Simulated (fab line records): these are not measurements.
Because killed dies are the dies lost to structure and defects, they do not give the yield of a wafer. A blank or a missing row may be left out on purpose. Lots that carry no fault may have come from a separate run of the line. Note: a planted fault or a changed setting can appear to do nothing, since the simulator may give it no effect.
Which tool is to blame? / flow sky130 / 24 lots, 72 wafers sampled, at 4 steps of a route of 708

WHAT EACH GAUGE READ, for each wafer
SKY_SPACER_THK_MEAS_01. Usual: for SPACER_CVD_00_THK the level is 43.1 nm and the standard deviation is 0.43.
lot=L074; measured=day 22 06:55; on=film metro-03; SPACER_CVD_00_THK (nm)=43.5 43.6 43.5; flag=
lot=L075; measured=day 22 22:07; on=film metro-01; SPACER_CVD_00_THK (nm)=43.3 43.6 43.6; flag=
lot=L076; measured=day 23 04:47; on=film metro-01; SPACER_CVD_00_THK (nm)=43.6 43.3 43.0; flag=
lot=L077; measured=day 23 19:15; on=film metro-03; SPACER_CVD_00_THK (nm)=42.7 42.6 42.6; flag=
lot=L078; measured=day 24 11:58; on=film metro-03; SPACER_CVD_00_THK (nm)=43.1 42.7 43.0; flag=
lot=L079; measured=day 25 02:22; on=film metro-01; SPACER_CVD_00_THK (nm)=44.0 44.1 44.0; flag=
lot=L080; measured=day 25 12:11; on=film metro-02; SPACER_CVD_00_THK (nm)=42.7 42.8 43.1; flag=
lot=L081; measured=day 25 15:38; on=film metro-01; SPACER_CVD_00_THK (nm)=42.9 42.4 42.7; flag=
lot=L082; measured=day 26 06:19; on=film metro-02; SPACER_CVD_00_THK (nm)=42.7 42.6 42.5; flag=
lot=L084; measured=day 26 14:12; on=film metro-02; SPACER_CVD_00_THK (nm)=42.9 43.4 43.0; flag=
lot=L083; measured=day 26 15:59; on=film metro-02; SPACER_CVD_00_THK (nm)=42.6 42.9 42.4; flag=
lot=L085; measured=day 26 17:49; on=film metro-02; SPACER_CVD_00_THK (nm)=42.7 43.0 43.0; flag=
lot=L086; measured=day 27 04:23; on=film metro-02; SPACER_CVD_00_THK (nm)=42.6 42.9 43.2; flag=
lot=L087; measured=day 27 13:11; on=film metro-01; SPACER_CVD_00_THK (nm)=42.9 43.4 43.3; flag=
lot=L088; measured=day 27 18:58; on=film metro-01; SPACER_CVD_00_THK (nm)=42.3 42.4 42.1; flag=
lot=L089; measured=day 29 04:34; on=film metro-02; SPACER_CVD_00_THK (nm)=43.5 43.6 43.6; flag=
lot=L091; measured=day 29 04:34; on=film metro-01; SPACER_CVD_00_THK (nm)=43.0 43.0 43.4; flag=
lot=L090; measured=day 29 04:34; on=film metro-03; SPACER_CVD_00_THK (nm)=43.2 43.1 43.2; flag=
lot=L092; measured=day 29 08:25; on=film metro-02; SPACER_CVD_00_THK (nm)=43.3 43.4 43.5; flag=
lot=L093; measured=day 29 15:23; on=film metro-03; SPACER_CVD_00_THK (nm)=43.6 44.1 43.7; flag=
lot=L094; measured=day 30 11:56; on=film metro-02; SPACER_CVD_00_THK (nm)=42.9 42.8 42.8; flag=
lot=L095; measured=day 31 05:18; on=film metro-03; SPACER_CVD_00_THK (nm)=43.3 43.7 43.0; flag=
lot=L096; measured=day 31 05:18; on=film metro-02; SPACER_CVD_00_THK (nm)=42.9 43.0 42.7; flag=
lot=L097; measured=day 31 10:31; on=film metro-01; SPACER_CVD_00_THK (nm)=43.1 43.1 42.5; flag=

SKY_LOCAL_INTERCONNECT_OVL_MEAS_12. Usual: for LOCAL_INTERCONNECT_OVL the level is 1 nm and the standard deviation is 5.5.
lot=L074; measured=day 29 12:35; on=overlay-01; LOCAL_INTERCONNECT_OVL (nm)=-1 0 0; flag=
lot=L075; measured=day 30 03:39; on=overlay-02; LOCAL_INTERCONNECT_OVL (nm)=4 -5 -5; flag=
lot=L076; measured=day 30 12:16; on=overlay-02; LOCAL_INTERCONNECT_OVL (nm)=8 5 -1; flag=
lot=L077; measured=day 31 00:07; on=overlay-01; LOCAL_INTERCONNECT_OVL (nm)=4 0 3; flag=
lot=L078; measured=day 31 16:01; on=overlay-02; LOCAL_INTERCONNECT_OVL (nm)=-4 -8 -8; flag=
lot=L079; measured=day 32 05:20; on=overlay-01; LOCAL_INTERCONNECT_OVL (nm)=4 0 -1; flag=
lot=L080; measured=day 32 11:02; on=overlay-02; LOCAL_INTERCONNECT_OVL (nm)=0 -10 -1; flag=
lot=L081; measured=day 32 15:11; on=overlay-02; LOCAL_INTERCONNECT_OVL (nm)=3 -2 -2; flag=
lot=L082; measured=day 33 06:46; on=overlay-02; LOCAL_INTERCONNECT_OVL (nm)=-8 -5 -12; flag=
lot=L084; measured=day 33 12:23; on=overlay-01; LOCAL_INTERCONNECT_OVL (nm)=6 6 1; flag=
lot=L083; measured=day 33 13:38; on=overlay-01; LOCAL_INTERCONNECT_OVL (nm)=2 5 3; flag=
lot=L085; measured=day 33 16:07; on=overlay-01; LOCAL_INTERCONNECT_OVL (nm)=-8 3 -3; flag=
lot=L086; measured=day 34 02:01; on=overlay-01; LOCAL_INTERCONNECT_OVL (nm)=-4 -6 -1; flag=
lot=L087; measured=day 34 11:44; on=overlay-02; LOCAL_INTERCONNECT_OVL (nm)=-2 2 3; flag=
lot=L088; measured=day 34 15:35; on=overlay-01; LOCAL_INTERCONNECT_OVL (nm)=8 4 2; flag=
lot=L089; measured=day 36 01:17; on=overlay-01; LOCAL_INTERCONNECT_OVL (nm)=10 1 2; flag=
lot=L091; measured=day 36 01:01; on=overlay-02; LOCAL_INTERCONNECT_OVL (nm)=6 9 6; flag=
lot=L090; measured=day 36 00:35; on=overlay-01; LOCAL_INTERCONNECT_OVL (nm)=3 6 6; flag=
lot=L092; measured=day 36 02:42; on=overlay-01; LOCAL_INTERCONNECT_OVL (nm)=-2 -4 0; flag=
lot=L093; measured=day 36 12:38; on=overlay-02; LOCAL_INTERCONNECT_OVL (nm)=1 6 2; flag=
lot=L094; measured=day 37 05:32; on=overlay-01; LOCAL_INTERCONNECT_OVL (nm)=1 7 -4; flag=
lot=L095; measured=day 38 00:26; on=overlay-01; LOCAL_INTERCONNECT_OVL (nm)=-7 0 -1; flag=
lot=L096; measured=day 38 00:05; on=overlay-02; LOCAL_INTERCONNECT_OVL (nm)=11 7 11; flag=
lot=L097; measured=day 38 04:40; on=overlay-01; LOCAL_INTERCONNECT_OVL (nm)=-5 -5 -5; flag=

SKY_METAL1_OVL_MEAS_16. Usual: for METAL1_OVL the level is 1 nm and the standard deviation is 5.7.
lot=L074; measured=day 31 23:08; on=overlay-01; METAL1_OVL (nm)=2 2 0; flag=
lot=L075; measured=day 32 11:45; on=overlay-01; METAL1_OVL (nm)=-1 -9 -5; flag=
lot=L076; measured=day 32 20:47; on=overlay-02; METAL1_OVL (nm)=5 4 -3; flag=
lot=L077; measured=day 33 08:51; on=overlay-02; METAL1_OVL (nm)=21 12 13; flag=
lot=L078; measured=day 34 00:02; on=overlay-02; METAL1_OVL (nm)=7 1 2; flag=
lot=L079; measured=day 34 13:01; on=overlay-02; METAL1_OVL (nm)=8 -2 -3; flag=
lot=L080; measured=day 34 19:30; on=overlay-01; METAL1_OVL (nm)=0 4 0; flag=
lot=L081; measured=day 34 23:00; on=overlay-01; METAL1_OVL (nm)=0 -5 -2; flag=
lot=L082; measured=day 35 13:58; on=overlay-01; METAL1_OVL (nm)=2 -2 -2; flag=
lot=L084; measured=day 35 19:54; on=overlay-01; METAL1_OVL (nm)=-3 1 -9; flag=
lot=L083; measured=day 35 21:38; on=overlay-02; METAL1_OVL (nm)=16 10 11; flag=
lot=L085; measured=day 36 00:22; on=overlay-01; METAL1_OVL (nm)=-4 4 4; flag=
lot=L086; measured=day 36 09:32; on=overlay-01; METAL1_OVL (nm)=2 -2 -4; flag=
lot=L087; measured=day 36 19:01; on=overlay-01; METAL1_OVL (nm)=4 -7 -1; flag=
lot=L088; measured=day 36 23:44; on=overlay-02; METAL1_OVL (nm)=-6 0 -7; flag=
lot=L089; measured=day 38 08:49; on=overlay-01; METAL1_OVL (nm)=2 7 -4; flag=
lot=L091; measured=day 38 08:12; on=overlay-01; METAL1_OVL (nm)=6 2 -1; flag=
lot=L090; measured=day 38 07:51; on=overlay-01; METAL1_OVL (nm)=-1 0 2; flag=
lot=L092; measured=day 38 10:10; on=overlay-02; METAL1_OVL (nm)=7 3 1; flag=
lot=L093; measured=day 38 18:50; on=overlay-02; METAL1_OVL (nm)=-5 -7 1; flag=
lot=L094; measured=day 39 11:36; on=overlay-01; METAL1_OVL (nm)=-6 5 -4; flag=
lot=L095; measured=day 40 04:37; on=overlay-02; METAL1_OVL (nm)=1 7 10; flag=
lot=L096; measured=day 40 04:02; on=overlay-02; METAL1_OVL (nm)=5 3 11; flag=
lot=L097; measured=day 40 09:11; on=overlay-02; METAL1_OVL (nm)=5 1 4; flag=

SKY_VIA1_RS_MEAS_22: a four-point-probe measurement. Usual: for VIA1_W_RS the level is 0.424 ohm/sq and the standard deviation is 0.0054.
lot=L074; measured=day 33 04:48; on=film metro-04; VIA1_W_RS (ohm/sq)=0.432 0.421 0.421; flag=
lot=L075; measured=day 33 16:43; on=film metro-04; VIA1_W_RS (ohm/sq)=0.434 0.430 0.420; flag=
lot=L076; measured=day 34 02:07; on=film metro-02; VIA1_W_RS (ohm/sq)=0.422 0.425 0.430; flag=
lot=L077; measured=day 34 13:35; on=film metro-02; VIA1_W_RS (ohm/sq)=0.417 0.420 0.418; flag=
lot=L078; measured=day 35 04:27; on=film metro-04; VIA1_W_RS (ohm/sq)=0.420 0.431 0.427; flag=
lot=L079; measured=day 35 18:05; on=film metro-02; VIA1_W_RS (ohm/sq)=0.421 0.428 0.419; flag=
lot=L080; measured=day 36 00:08; on=film metro-04; VIA1_W_RS (ohm/sq)=0.423 0.426 0.419; flag=
lot=L081; measured=day 36 03:06; on=film metro-01; VIA1_W_RS (ohm/sq)=0.426 0.412 0.421; flag=
lot=L082; measured=day 36 17:57; on=film metro-02; VIA1_W_RS (ohm/sq)=0.419 0.425 0.419; flag=
lot=L084; measured=day 37 00:17; on=film metro-04; VIA1_W_RS (ohm/sq)=0.432 0.421 0.420; flag=
lot=L083; measured=day 37 02:46; on=film metro-04; VIA1_W_RS (ohm/sq)=0.434 0.422 0.429; flag=
lot=L085; measured=day 37 04:53; on=film metro-04; VIA1_W_RS (ohm/sq)=0.421 0.430 0.424; flag=
lot=L086; measured=day 37 13:51; on=film metro-04; VIA1_W_RS (ohm/sq)=0.424 0.421 0.432; flag=
lot=L087; measured=day 37 23:01; on=film metro-02; VIA1_W_RS (ohm/sq)=0.427 0.420 0.430; flag=
lot=L088; measured=day 38 03:50; on=film metro-04; VIA1_W_RS (ohm/sq)=0.420 0.420 0.415; flag=
lot=L089; measured=day 39 11:44; on=film metro-02; VIA1_W_RS (ohm/sq)=0.425 0.429 0.417; flag=
lot=L091; measured=day 39 11:17; on=film metro-02; VIA1_W_RS (ohm/sq)=0.418 0.429 0.419; flag=
lot=L090; measured=day 39 11:16; on=film metro-01; VIA1_W_RS (ohm/sq)=0.423 0.420 0.417; flag=
lot=L092; measured=day 39 13:04; on=film metro-01; VIA1_W_RS (ohm/sq)=0.428 0.427 0.414; flag=
lot=L093; measured=day 39 22:00; on=film metro-04; VIA1_W_RS (ohm/sq)=0.428 0.416 0.430; flag=
lot=L094; measured=day 40 14:23; on=film metro-04; VIA1_W_RS (ohm/sq)=0.419 0.434 0.424; flag=
lot=L095; measured=day 41 07:43; on=film metro-02; VIA1_W_RS (ohm/sq)=0.424 0.425 0.430; flag=
lot=L096; measured=day 41 07:31; on=film metro-01; VIA1_W_RS (ohm/sq)=0.429 0.420 0.430; flag=
lot=L097; measured=day 41 12:13; on=film metro-02; VIA1_W_RS (ohm/sq)=0.431 0.420 0.417; flag=

WHAT TOOL EACH LOT RAN ON (gives the tool, then ch and the chambers of the sampled wafers, and finally the start)
There is no process step in the record ahead of these readings.

WHAT THE TOOLS THEMSELVES READ (means of the sampled wafers that have a number; where no wafer has one, the mark that the record gives instead)
The record holds no such reading with a usual standard deviation.

THE ANSWER, worked out from the rows above alone
Rule: take the mean of a lot's wafers that have a number; if it is more than 3 standard deviations from the usual mean, the lot is off. Also off: a lot with no number at a reading for which 4 or more lots have one. Any other lot the step has rows for is counted as sound. The gauges are gone through in route order, then the tools' own readings, and for those a lot's mean is taken as printed above. The first step at which some lot is off is used, and at that step the reading that is off furthest; a lot without a number counts as furthest.
Across all readings shown, no lot is off: no conclusion can be drawn from this.

WHAT THE SIMULATOR PUT IN
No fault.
